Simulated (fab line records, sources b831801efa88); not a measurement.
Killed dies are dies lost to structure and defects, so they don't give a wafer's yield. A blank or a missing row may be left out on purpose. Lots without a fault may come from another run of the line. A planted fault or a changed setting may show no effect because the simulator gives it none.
fab line records | flow sky130
record lots=6 wafers=18 last_day=51
route steps=708 shown METAL4@600 CAP2M@603 PAD_OPEN@708
lots that met no fault: from a run of the same line without faults
start_h: hours from the record's first day to the start of the lot's first wafer shown | wait_h: hours since the lot's step before | " the same as in the row above | L1.1+2: a row that stands for several wafers | - no value, or no start given | * or withheld: withheld | < > ~ a bound
route shown NAME@n: a module of which the file shows steps, and the number in the route of the first | usual: mean/standard deviation of fault-free wafers | same: alike in all rows | chamber/n: place in a boat | sites: the reading at each site | _std_site: their standard deviation | _edge_site: outer sites' mean less inner sites' | radius_mm: how far each site lies from the wafer's centre | mask NAME#n: copy n | behind: the tool/chamber that last shaped the wafer | hold: why the lot was held/for how many hours/how that ended | device: the transistor (n, p or np) that didn't switch | end of line: the same wafers' tests at the end of the route | a step without rows: its recipe alone | killed: dies lost to structure and defects at the first sort, not the wafer's yield | map: a wafer's dies, x killed, . not, _ none there
set.NAME: the setting as run; set.NAME@STEP: as run at that earlier step | model.NAME: the simulator's own value behind a step, which no gauge read
lots at some steps of the route; a table a step, a row a wafer
services: from which hour (start_h, from the record's first day; less than 0 if before it) a tool's chamber was out of use, for how many hours, and why
## steps
# step SKY_METAL4_SPUTTER_02
# recipe material=AlCu target_thk_nm=735 power_w=10600 time_s=39.64 chamber_pressure_pa=0.4
# usual throttle_valve_pct=29.9/1.2
# columns lot.wafer tool chamber start_h wait_h throttle_valve_pct
L789.1 pvd_sputter-01 - 959.47 0.0 30.7
L789.2 " - " " 31.3
L789.4 " - " " 29.6
L791.1 pvd_sputter-04 - 974.63 0.0 30.3
L791.4 " - " " 29.8
L791.5 " - " " 30.7
L794.1 pvd_sputter-03 - 992.58 0.0 30.9
L794.2 " - " " 29.4
L794.3 " - " " 28.5
L804.2 pvd_sputter-01 - 1056.40 0.0 28.6
L804.3 " - " " 31.4
L804.6 " - " " 29.0
L810.2 pvd_sputter-04 - 1095.33 0.0 30.3
L810.4 " - " " 29.4
L810.6 " - " " 30.5
L811.1 pvd_sputter-03 - 1102.71 0.0 27.7
L811.3 " - " " 31.0
L811.5 " - " " 31.1
# step SKY_METAL4_SPUTTER_03
# recipe material=Ti target_thk_nm=5 power_w=3000 time_s=3.3 chamber_pressure_pa=0.4
# usual throttle_valve_pct=30.0/1.2
# columns lot.wafer tool chamber start_h wait_h throttle_valve_pct
L789.1 pvd_sputter-01 - 959.50 0.0 30.8
L789.2 " - " " 31.3
L789.4 " - " " 29.4
L791.1 pvd_sputter-04 - 974.67 0.0 30.0
L791.4 " - " " 29.5
L791.5 " - " " 31.0
L794.1 pvd_sputter-03 - 992.62 0.0 31.3
L794.2 " - " " 29.7
L794.3 " - " " 28.6
L804.2 pvd_sputter-01 - 1056.44 0.0 29.0
L804.3 " - " " 31.7
L804.6 " - " " 29.0
L810.2 pvd_sputter-04 - 1095.36 0.0 30.0
L810.4 " - " " 29.4
L810.6 " - " " 30.4
L811.1 pvd_sputter-03 - 1102.75 0.0 27.6
L811.3 " - " " 31.2
L811.5 " - " " 31.2
# step SKY_METAL4_SPUTTER_04
# recipe material=TiN target_thk_nm=70 power_w=6500 time_s=58.3 chamber_pressure_pa=0.4
# usual throttle_valve_pct=29.9/1.2
# columns lot.wafer tool chamber start_h wait_h throttle_valve_pct
L789.1 pvd_sputter-01 - 959.52 0.0 30.4
L789.2 " - " " 31.4
L789.4 " - " " 29.4
L791.1 pvd_sputter-04 - 974.69 0.0 30.4
L791.4 " - " " 29.4
L791.5 " - " " 30.8
L794.1 pvd_sputter-03 - 992.64 0.0 31.1
L794.2 " - " " 29.4
L794.3 " - " " 28.6
L804.2 pvd_sputter-01 - 1056.45 0.0 28.8
L804.3 " - " " 30.9
L804.6 " - " " 28.7
L810.2 pvd_sputter-04 - 1095.38 0.0 30.3
L810.4 " - " " 29.4
L810.6 " - " " 30.2
L811.1 pvd_sputter-03 - 1102.76 0.0 27.3
L811.3 " - " " 31.3
L811.5 " - " " 31.4
# step SKY_CAP2M_CVD_00
# recipe material=SiO2 target_thk_nm=15.5 temp_c=400 time_s=withheld rf_w=450
# usual heater_power_w=749/100
# columns lot.wafer tool chamber start_h wait_h heater_power_w
L789.1 pecvd-02 1 959.57 0.0 832
L789.2 " 2 " " 880
L789.4 " 1 " " 822
L791.1 pecvd-03 0 974.74 0.0 1012
L791.4 " 1 " " 667
L791.5 " 0 " " 987
L794.1 pecvd-02 0 992.69 0.0 676
L794.2 " 1 " " 866
L794.3 " 2 " " 867
L804.2 pecvd-03 1 1056.50 0.0 659
L804.3 " 0 " " 1007
L804.6 " 1 " " 658
L810.2 pecvd-02 0 1095.43 0.0 793
L810.4 " 1 " " 698
L810.6 " 0 " " 790
L811.1 pecvd-04 1 1102.81 0.0 681
L811.3 " 0 " " 667
L811.5 " 0 " " 665
# step SKY_CAP2M_THK_MEAS_01
# recipe reads=SiO2_of_CAP2M_CVD_00
# usual CAP2M_CVD_00_THK=15.41/0.24
# columns lot.wafer tool chamber start_h wait_h CAP2M_CVD_00_THK[nm]
L789.1 film_metro-02 - 959.59 - 15.27
L789.2 " - " " 15.55
L789.4 " - " " 15.44
L791.1 film_metro-01 - 974.77 - 15.24
L791.4 " - " " 15.58
L791.5 " - " " 15.29
L794.1 film_metro-01 - 992.71 - 15.16
L794.2 " - " " 15.21
L794.3 " - " " 15.10
L804.2 film_metro-02 - 1056.53 - 15.68
L804.3 " - " " 15.32
L804.6 " - " " 15.88
L810.2 film_metro-02 - 1095.46 - 15.25
L810.4 " - " " 15.43
L810.6 " - " " 15.52
L811.1 film_metro-02 - 1102.84 - 15.38
L811.3 " - " " 15.21
L811.5 " - " " 15.42
# step SKY_CAP2M_SPUTTER_02
# recipe material=TiN target_thk_nm=200 temp_c=300 power_w=6500 time_s=166.7 chamber_pressure_pa=0.4
# step SKY_CAP2M_RS_MEAS_03
# recipe thk_meas_gauge=four-point-probe reads=TiN_of_CAP2M_SPUTTER_02
# usual CAP2M_TIN_RS=6.94/0.11
# columns lot.wafer tool chamber start_h wait_h CAP2M_TIN_RS[ohm/sq]
L789.1 film_metro-01 - 959.76 0.1 6.91
L789.2 " - " " 7.09
L789.4 " - " " 6.98
L791.1 film_metro-02 - 974.94 0.1 6.88
L791.4 " - " " 6.95
L791.5 " - " " 6.85
L794.1 film_metro-03 - 992.88 0.1 7.23
L794.2 " - " " 7.08
L794.3 " - " " 7.05
L804.2 film_metro-03 - 1056.71 0.1 6.85
L804.3 " - " " 6.92
L804.6 " - " " 6.78
L810.2 film_metro-01 - 1095.64 0.1 7.04
L810.4 " - " " 6.99
L810.6 " - " " 6.93
L811.1 film_metro-02 - 1103.03 0.1 6.82
L811.3 " - " " 6.76
L811.5 " - " " 6.75
# step SKY_CAP2M_THK_MEAS_04
# recipe thk_meas_gauge=xrf reads=TiN_of_CAP2M_SPUTTER_02
# usual CAP2M_TIN_THK=200.0/3
# columns lot.wafer tool chamber start_h wait_h CAP2M_TIN_THK[nm]
L789.1 film_metro-01 - 959.88 0.1 202.6
L789.2 " - " " 197.2
L789.4 " - " " 200.0
L791.1 film_metro-02 - 975.06 0.1 200.5
L791.4 " - " " 199.2
L791.5 " - " " 201.4
L794.1 film_metro-03 - 993.00 0.1 192.7
L794.2 " - " " 196.9
L794.3 " - " " 197.1
L804.2 film_metro-03 - 1056.82 0.1 203.9
L804.3 " - " " 201.5
L804.6 " - " " 206.5
L810.2 film_metro-01 - 1095.75 0.1 196.0
L810.4 " - " " 198.2
L810.6 " - " " 199.5
L811.1 film_metro-02 - 1103.15 0.1 203.0
L811.3 " - " " 205.0
L811.5 " - " " 204.7
# step SKY_CAP2M_DEHYDRATE_05
# recipe temp_c=200 time_s=60
# step SKY_CAP2M_HMDS_06
# recipe prime_time_s=60 prime_temp_c=120
# step SKY_CAP2M_COAT_07
# recipe resist=NOVOLAK spin_rpm=3000 resist_thk_nm=1140
# step SKY_CAP2M_SOFTBAKE_08
# recipe temp_c=90 time_s=60 resist=NOVOLAK
# step SKY_CAP2M_EXPOSE_09
# recipe mask_id=CAP2M na=0.6 source_shape=conventional sigma_outer=0.6 polarization=unpolarized target_cd_nm=1000 dose_mj=159
# columns lot.wafer tool chamber start_h wait_h mask model.CAP2M.overlay_x_nm
L789.1+2+4 iline_stepper-02 0 972.92 - CAP2M#0 -0.8666
L791.1+4+5 iline_stepper-01 0 987.53 - CAP2M#0 0.217
L794.1+2+3 iline_stepper-01 0 1005.53 - CAP2M#0 -0.4167
L804.2+3+6 iline_stepper-01 0 1067.36 - CAP2M#0 1.548
L810.2+4+6 iline_stepper-01 0 1106.74 - CAP2M#0 141.5
L811.1+3+5 iline_stepper-01 0 1112.96 - CAP2M#0 142.2
# step SKY_CAP2M_PEB_10
# recipe temp_c=withheld time_s=* resist=NOVOLAK
# step SKY_CAP2M_DEVELOP_11
# recipe resist=NOVOLAK developer=TMAH develop_time_s=60 dev_temp_c=23
# step SKY_CAP2M_OVL_MEAS_12
# usual CAP2M_OVL=0.6/1.3
# columns lot.wafer tool chamber start_h wait_h CAP2M_OVL[nm]
L789.1 overlay-02 - 985.09 0.1 -0.4
L789.2 " - " " -0.6
L789.4 " - " " -2.0
L791.1 overlay-01 - 999.26 0.1 2.2
L791.4 " - " " 2.1
L791.5 " - " " 0.2
L794.1 overlay-01 - 1016.14 0.1 2.1
L794.2 " - " " -1.3
L794.3 " - " " 0.5
L804.2 overlay-01 - 1078.30 0.1 1.8
L804.3 " - " " 1.7
L804.6 " - " " 4.0
L810.2 overlay-01 - 1116.70 0.1 141.9
L810.4 " - " " 141.9
L810.6 " - " " 142.1
L811.1 overlay-02 - 1123.27 0.1 142.3
L811.3 " - " " 144.7
L811.5 " - " " 144.7
# step SKY_CAP2M_METAL_ETCH_13
# recipe target_depth_nm=220 stop_on=SiO2 chemistry=Cl2/BCl3 target=TiN pressure_mtorr=10 icp_w=900 bias_w=48.5 Cl2_flow_sccm=60 bcl3_flow_sccm=30 time_s=62.9
# usual drypump_motor_current_A=5.6/0.5 oes_product_au=0.939/0.0099 throttle_valve_pct=21.902/0.01
# columns lot.wafer tool chamber start_h wait_h drypump_motor_current_A oes_product_au rf_hours_counter_h throttle_valve_pct
L789.1 rie_metal-04 1 985.13 0.0 5.2 0.939 12 21.911
L789.2 " 0 " " 6.4 0.923 10 21.898
L789.4 " 1 " " 5.2 0.936 - 21.887
L791.1 rie_metal-02 1 999.29 0.0 5.0 0.943 2 21.897
L791.4 " 0 " " 5.9 0.938 - 21.890
L791.5 " 0 " " 5.9 0.949 - 21.916
L794.1 rie_metal-01 0 1016.18 0.0 5.6 0.914 17 21.918
L794.2 " 1 " " 5.0 0.919 19 21.901
L794.3 " 1 " " 5.0 0.934 - 21.912
L804.2 rie_metal-02 1 1078.33 0.0 5.0 0.945 6 21.895
L804.3 " 1 " " 5.1 0.946 - 21.890
L804.6 " 0 " " 6.0 0.941 - 21.893
L810.2 rie_metal-01 0 1116.75 0.0 5.6 0.922 - 21.908
L810.4 " 0 " " 5.6 0.933 - 21.898
L810.6 " 0 " " 5.6 0.940 - 21.902
L811.1 rie_metal-04 0 1123.31 0.0 6.4 0.950 19 21.890
L811.3 " 1 " " 5.2 0.947 - 21.877
L811.5 " 0 " " 6.4 0.963 - 21.890
# step SKY_PAD_OPEN_PROBE_99
# usual defect_limited_yield=82.7/1.9 killed_at_M0_to_M3=43/7.3 killed_at_M4_up=3.2/1.9 killed_at_contacts=24/5.5 killed_at_front_end=15/4.7 killed_at_other=0.5/0.75 killed_dies=85/9.5 killed_open=46/7 killed_short=38/7.4 sort_bin_3_pad_short=0.9/0.43 sort_bin_5_function=10.1/1.4 sort_bin_6_memory=6.3/1 sort_bin_8_speed=0.2/0.37 sort_n_pass=406/9.4 sort_yield_pct=82.5/1.9
# same gross_dies=492 killed_at_back_side=0 sort_bin_4_leakage[%]=0
# columns lot.wafer tool chamber start_h wait_h defect_limited_yield[%] killed_at_M0_to_M3 killed_at_M4_up killed_at_contacts killed_at_front_end killed_at_other killed_dies killed_open killed_short sort_bin_3_pad_short[%] sort_bin_5_function[%] sort_bin_6_memory[%] sort_bin_8_speed[%] sort_n_pass sort_yield_pct[%]
L810.2 prober-02 - 1213.39 0.1 84.6 31 6 18 15 6 76 35 36 1.4 10.4 3.7 0.2 415 84.3
L810.4 prober-02 - 1213.49 0.2 82.1 45 4 25 13 1 88 51 36 1.2 10.0 6.7 0 404 82.1
L810.6 prober-02 - 1213.59 0.2 82.7 37 4 24 18 2 85 46 36 0.8 8.7 7.7 0.2 406 82.5
L811.1 prober-02 - 1217.88 0.1 82.1 40 0 33 11 4 88 54 31 0.8 9.6 7.5 0.2 403 81.9
L811.3 prober-02 - 1217.98 0.2 83.5 45 2 18 10 6 81 40 35 1.6 10.0 4.9 0.8 407 82.7
L811.5 prober-02 - 1218.08 0.2 82.3 42 2 25 17 1 87 43 43 0.4 11.4 5.9 0.4 403 81.9
# killed by level:class
L810.2 LI_CONTACT:geometric_particle:open=7 VIA1:geometric_particle:short=6 CONTACT:geometric_particle:open=5 METAL4:geometric_particle:short=5 METAL2:geometric_particle:short=5 CAP2M:overlay=5 FIELD_ISO:geometric_particle:short=4 POLY_GATE:geometric_particle:open=4
L810.4 VIA1:geometric_particle:open=10 LI_CONTACT:geometric_particle:open=9 VIA3:geometric_particle:open=9 CONTACT:geometric_particle:open=8 METAL2:geometric_particle:short=5 METAL1:geometric_particle:short=5 POLY_GATE:geometric_particle:open=4 VIA1:geometric_particle:short=4
L810.6 CONTACT:geometric_particle:open=9 VIA1:geometric_particle:open=8 VIA2:geometric_particle:open=8 LI_CONTACT:geometric_particle:open=6 VIA1:geometric_particle:short=6 METAL1:geometric_particle:short=5 FIELD_ISO:geometric_particle:open=4 CONTACT:geometric_particle:short=4
L811.1 CONTACT:geometric_particle:open=12 VIA1:geometric_particle:open=11 CONTACT:geometric_particle:short=10 VIA2:geometric_particle:open=9 VIA3:geometric_particle:open=7 LI_CONTACT:geometric_particle:open=6 LOCAL_INTERCONNECT:geometric_particle:short=4 FIELD_ISO:geometric_particle:short=3
L811.3 CONTACT:geometric_particle:open=9 VIA2:geometric_particle:open=7 VIA3:geometric_particle:open=6 VIA1:geometric_particle:open=5 METAL1:geometric_particle:short=5 VIA1:geometric_particle:short=5 CAP2M:overlay=5 FIELD_ISO:geometric_particle:open=4
L811.5 FIELD_ISO:geometric_particle:short=8 VIA1:geometric_particle:open=8 CONTACT:geometric_particle:open=7 VIA3:geometric_particle:open=7 METAL1:geometric_particle:short=7 CONTACT:geometric_particle:short=6 LI_CONTACT:geometric_particle:open=5 METAL2:geometric_particle:short=5
# map L810.4 (x killed, . not)
__________..x......x_________
________..........xx.._______
______...x.......x.x...x_____
_____.....x..............____
____.x.x..............x...___
___..............x.........__
__...x...x.x..x..x.....x..xx_
_.............x...x...x.x...x
_..x....xx.x.....x........xx.
_.x.xx...............xx......
_....x..............x........
_x.xxxx....x..x..............
_.....x....x...x....x........
_x.x..x...x.......xxxx.x...x.
_xx...x...x.........x..x.....
__....x...x...x..........x.._
___x.x.....x..............x__
____...x...x.....x........___
_____..x.x..x.........x..____
______.........x...x...._____
________..x.x..x.....x_______
__________.........._________
# map L811.1 (x killed, . not)
__________x.x......._________
________x.......x.x..x_______
______...x...x..x......._____
_____.xx..xx.............____
____.x.............x......___
___.x...xx.....x...x....x..__
__.x...x.x....x...x........._
_xx.x...x.....x.........x..xx
_...x.xx........xx...x.......
_......x.x.......xx.....x.xx.
_........x......x...x.x......
_.....x..x.x.....x..x........
_..................x....x...x
_......x.............x.x.....
_xxx...x......x.........x..x.
__.x..x...................x._
___.xx..x....x.....x.......__
____x..x..................___
_____xx...xx...........x.____
______...........x......_____
________.......x......_______
__________..xx......_________
## services
# columns tool chamber start_h hours kind
pecvd-02 2 938.58 10.5 repair
pecvd-02 - 939.49 2.8 pm
pecvd-04 1 942.16 16.8 repair
rie_metal-02 - 958.30 14.6 pm
pecvd-03 2 969.08 20.5 repair
iline_stepper-01 - 970.28 4.4 pm
rie_metal-02 - 976.85 0.7 repair
rie_metal-01 1 979.85 15.7 repair
iline_stepper-02 - 988.12 2.9 repair
rie_metal-02 - 989.21 2.8 pm
pecvd-03 - 992.28 1.5 repair
pecvd-02 2 998.70 17.4 repair
pecvd-02 - 1004.69 5.5 pm
pvd_sputter-03 - 1009.19 7.6 repair
pecvd-03 - 1011.71 0.7 repair
rie_metal-01 - 1030.85 2.8 pm
iline_stepper-01 - 1055.13 5.1 repair
rie_metal-01 - 1066.78 4.3 pm
pecvd-03 2 1092.68 18.4 repair
iline_stepper-01 - 1097.56 1.7 pm
pvd_sputter-01 - 1104.77 2.7 repair
pecvd-02 - 1105.72 3.4 repair
pecvd-03 1 1115.60 36.2 repair
iline_stepper-01 - 1122.49 0.8 repair
## key
first_sign step=SKY_CAP2M_OVL_MEAS_12 reading=CAP2M_OVL direction=up sigmas=99+ usual=0.6 struck=142.9
effect step=SKY_PAD_OPEN_PROBE_99 reading=killed_at_other direction=up sigmas=2.9 usual=0.5 struck=3.3 wafers_moved=4
model_effect step=SKY_CAP2M_EXPOSE_09 value=CAP2M.overlay_x_nm without=0.07714 struck=141.8
met_at SKY_CAP2M_EXPOSE_09
struck_wafers L810.2,L810.4,L810.6,L811.1,L811.3,L811.5
onset_between 1067.36 1106.74
also_fits time
fault kind=scanner_matching_overlay tool=iline_stepper-01 chamber=- onset_h=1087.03 steps=SKY_CAP2M_EXPOSE_09 offset=141.75
